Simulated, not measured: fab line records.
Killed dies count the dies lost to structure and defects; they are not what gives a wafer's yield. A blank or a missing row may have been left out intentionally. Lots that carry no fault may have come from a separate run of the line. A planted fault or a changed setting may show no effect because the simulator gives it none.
Chamber matching + flow sky130 + rie diel-03 running SKY_SONOS_ONO_ETCH_15: 4 sister chambers
The step etches the open film in CHF3/O2, target depth 19.52 nm, time 7.8 s. 4 wafers are shown with their chamber, then 12 later ones without.

## EACH WAFER AND ITS CHAMBER
| wafer  | chamber | drypump motor current A (A) |
|--------|---------|-----------------------------|
| L086.4 | 2       | 5.6                         |
| L087.1 | 0       | 4.9                         |
| L089.4 | 1       | 4.9                         |
| L089.6 | 3       | 5.9                         |

## WAFERS WHOSE CHAMBER IS MISSING
| wafer  | drypump motor current A (A) |
|--------|-----------------------------|
| L092.2 | 5.6                         |
| L092.5 | 5.5                         |
| L092.6 | 5.0                         |
| L093.1 | 4.9                         |
| L093.4 | 4.9                         |
| L093.5 | 5.6                         |
| L096.1 | 5.6                         |
| L096.2 | 4.9                         |
| L096.3 | 5.9                         |
| L096.4 | 4.9                         |
| L096.5 | 4.9                         |
| L096.6 | 5.9                         |

## EACH ONE'S CHAMBER
| wafer  | from the rows above     | in truth |
|--------|-------------------------|----------|
| L092.2 | 2                       | 2        |
| L092.5 | 2                       | 2        |
| L092.6 | can't be placed: 0 or 1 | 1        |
| L093.1 | can't be placed: 0 or 1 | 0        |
| L093.4 | can't be placed: 0 or 1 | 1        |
| L093.5 | 2                       | 2        |
| L096.1 | 2                       | 2        |
| L096.2 | can't be placed: 0 or 1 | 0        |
| L096.3 | 3                       | 3        |
| L096.4 | can't be placed: 0 or 1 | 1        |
| L096.5 | can't be placed: 0 or 1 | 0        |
| L096.6 | 3                       | 3        |
Correctly placed: 6 of 12. Can't be placed from these rows: 6 (the true chamber is among the candidates in 6). Placed wrongly: 0.
How it was worked out, from the rows above alone: a wafer's distance from a chamber is the root of the sum, over the readings, of the square of ((its reading less the chamber's mean) divided by the reading's scatter). If the next closest chamber is less than 2 further off than the closest, the wafer can't be placed; otherwise it belongs to the closest. The mean given for a chamber averages the wafers shown for that chamber. The scatter (one wafer shown for each chamber): square how far every hidden wafer sits from the nearest shown wafer, average those squares and take the square root.
